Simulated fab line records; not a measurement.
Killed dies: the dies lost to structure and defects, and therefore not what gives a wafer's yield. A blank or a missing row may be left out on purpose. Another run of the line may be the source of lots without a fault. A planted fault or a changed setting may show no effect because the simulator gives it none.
A lot that was struck, set against a sound lot    flow sky130    16 out of 708 route steps
Sound: these wafers, L520.2, L520.4, L520.5. Struck: wafer L529.2. (L529.1, L529.5 of the same lot were not struck and are left out.) The cause comes at the end.
Order at every step that has rows: each side's tool, ch and its chambers, its first start. Under that, the readings that differ: sound wafers    struck wafers    difference of the means    sigmas: that difference in standard deviations of wafers without a fault.
alike: a reading whose means differ by less than 2 such deviations, as well as words and numbers matching on both sides. not compared: withheld readings; readings where some wafer has no value; bounds like >300 that might hide an equal value; numbers whose values overlap and for which the record gives no deviation.
The two part at a step that has a row with sigmas, a row that says differs or no value, or rows on one side only. Numbers that don't overlap but have no deviation are shown without sigmas and don't part them. Lack of a reading on every wafer of one side parts them only where that side has two or more wafers.

first, 8 steps without rows for these wafers: SKY_CONTACT_DEHYDRATE_06 (time 60 s); SKY_CONTACT_HMDS_07 (prime time 60 s); SKY_CONTACT_COAT_08 (resist thk 60 nm); SKY_CONTACT_COAT_09 (resist thk 450 nm); SKY_CONTACT_SOFTBAKE_10 (time 90 s); SKY_CONTACT_EXPOSE_11 (exposes mask CTM1, target cd 170 nm); SKY_CONTACT_PEB_12; SKY_CONTACT_DEVELOP_13 (develop time 60 s).
SKY_CONTACT_CD_MEAS_14 targets a cd of 170 nm.
  sound on cd_sem-02 at day 34 03:35; struck on cd_sem-02 at day 36 15:25
  alike: cd_nm
SKY_CONTACT_OVL_MEAS_15:
  sound on overlay-02 at day 34 03:41; struck on overlay-01 at day 36 15:32
  alike: CONTACT_OVL
SKY_CONTACT_ETCH_16: etches BARC in N2/H2, stops on SiO2, time 45.9 s, target depth 60 nm.
  sound on rie_diel-03 ch 2,3, day 34 03:43; struck on rie_diel-03 ch 0, day 36 15:34
  alike: drypump_motor_current_A, oes_product_au, throttle_valve_pct
  not compared: rf_hours_counter_h
SKY_CONTACT_ETCH_17: etches SiO2 in C4F8/O2/Ar, stops on Si3N4, target depth 340 nm.
  sound on rie_diel-03 ch 2,3, day 34 03:46; struck on rie_diel-03 ch 0, day 36 15:37
  alike: oes_product_au
SKY_CONTACT_ETCH_18: etches Si3N4 in CHF3/O2, stops on TiN, time 39 s, target depth 75 nm.
  sound on rie_diel-03 ch 2,3, day 34 03:00; struck on rie_diel-03 ch 0, day 36 15:00
reading                                         sound              struck  difference  sigmas
model.KrF-thick_of_CONTACT_COAT_09.thk_nm (nm)  244.4 244.2 245.7  263.1   +18.3       
  alike: drypump_motor_current_A, oes_product_au, throttle_valve_pct
  not compared: rf_hours_counter_h
SKY_CONTACT_STRIP_19: strips in O2/N2.
  sound on plasma_asher-04 ch 0,1, day 34 03:51; struck on plasma_asher-01 ch 0, day 36 15:42
reading                       sound           struck  difference  sigmas
drypump_motor_current_A (A)   6.0 6.0 6.4     5.3     -0.8        -2
strip_time_to_endpoint_s (s)  3.62 3.62 3.66  3.85    +0.22       +7
  alike: oes_product_au
  not compared: rf_hours_counter_h
then, 1 step without rows for these wafers: SKY_CONTACT_STRIP_20 (strips in post etch residue remover, time 1200 s).
-- the record jumps here: 13 days lie between the struck wafers' starts before and after (it left off in module CONTACT and takes up again in module PAD_OPEN, whose first step shown is number 708 of the route) --
SKY_PAD_OPEN_PROBE_99:
  sound on prober-01 at day 48 03:38; struck on prober-01 at day 49 21:26
reading             sound      struck                    difference                    sigmas
hold                - - -      await_dispo/5.3h/release  no value on the sound wafers  
killed_at_contacts  33 24 30   331                       +302                          +57
killed_dies         99 102 98  398                       +298                          +32
killed_on_rim       21 15 16   60                        +43                           +11
killed_open         57 53 52   40                        -14                           -2
  alike: killed_at_M0_to_M3, killed_at_M4_up, killed_at_front_end, killed_at_other, killed_short

== WHERE THEY PART ==
First at SKY_CONTACT_STRIP_19; last, within this record, at SKY_PAD_OPEN_PROBE_99.

WHY: what the simulator had put in
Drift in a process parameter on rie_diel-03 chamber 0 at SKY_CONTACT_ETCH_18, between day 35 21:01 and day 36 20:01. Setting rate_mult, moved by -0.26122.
